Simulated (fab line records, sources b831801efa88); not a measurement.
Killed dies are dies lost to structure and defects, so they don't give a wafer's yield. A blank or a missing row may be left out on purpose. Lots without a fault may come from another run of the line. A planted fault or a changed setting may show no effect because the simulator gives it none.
One fault seen from 2 desks | flow sky130 | each desk has only its own numbers; what lay behind them comes last

THE METROLOGY DESK
What the gauges read, lot by lot, whatever tool the lot ran on: means of the sampled wafers that have a number. A lot is out of limits, marked OUT, if its mean lies more than 4 standard deviations from the usual mean; the brackets give that distance.
Columns: A = VIA4_W_THK at SKY_VIA4_THK_MEAS_20, usual 505 nm
lot  | first seen here | A
L956 | day 44 17:20    | 522
L957 | day 45 03:28    | 506
L958 | day 45 05:28    | 496
L959 | day 45 08:37    | 501
L961 | day 46 03:07    | 497
L965 | day 46 23:14    | 513
L970 | day 48 04:19    | 501
L972 | day 48 16:16    | 499
L973 | day 48 17:53    | 507
L974 | day 48 23:21    | 511
L975 | day 49 07:03    | 512
L976 | day 49 14:17    | 507
This desk's finding: nothing out of limits on any of the 12 lots.

THE TOOL OWNER'S DESK: cvd_w-02
The tool's own readings at SKY_VIA3_CVD_21 (deposits W, target thk 390 nm, time 117.31 s): means of the sampled wafers that have a number, for each lot that ran on this tool. A lot is out of limits, marked OUT, if its mean lies more than 4 standard deviations from the usual mean; the brackets give that distance.
Columns: A = heater_power_w at SKY_VIA3_CVD_21, usual 872 W
lot  | first seen here | A
L957 | day 42 00:31    | 870
L958 | day 42 02:39    | 856
L959 | day 42 07:47    | 847
L961 | day 43 02:01    | 874
L974 | day 46 06:17    | 813
L975 | day 46 14:40    | 828
L976 | day 46 22:04    | 768
This desk's finding: nothing out of limits on any of the 7 lots.

PUT TOGETHER
The metrology desk saw nothing out of limits.
The tool owner's desk saw nothing out of limits.

WHAT THE SIMULATOR HAD PUT IN
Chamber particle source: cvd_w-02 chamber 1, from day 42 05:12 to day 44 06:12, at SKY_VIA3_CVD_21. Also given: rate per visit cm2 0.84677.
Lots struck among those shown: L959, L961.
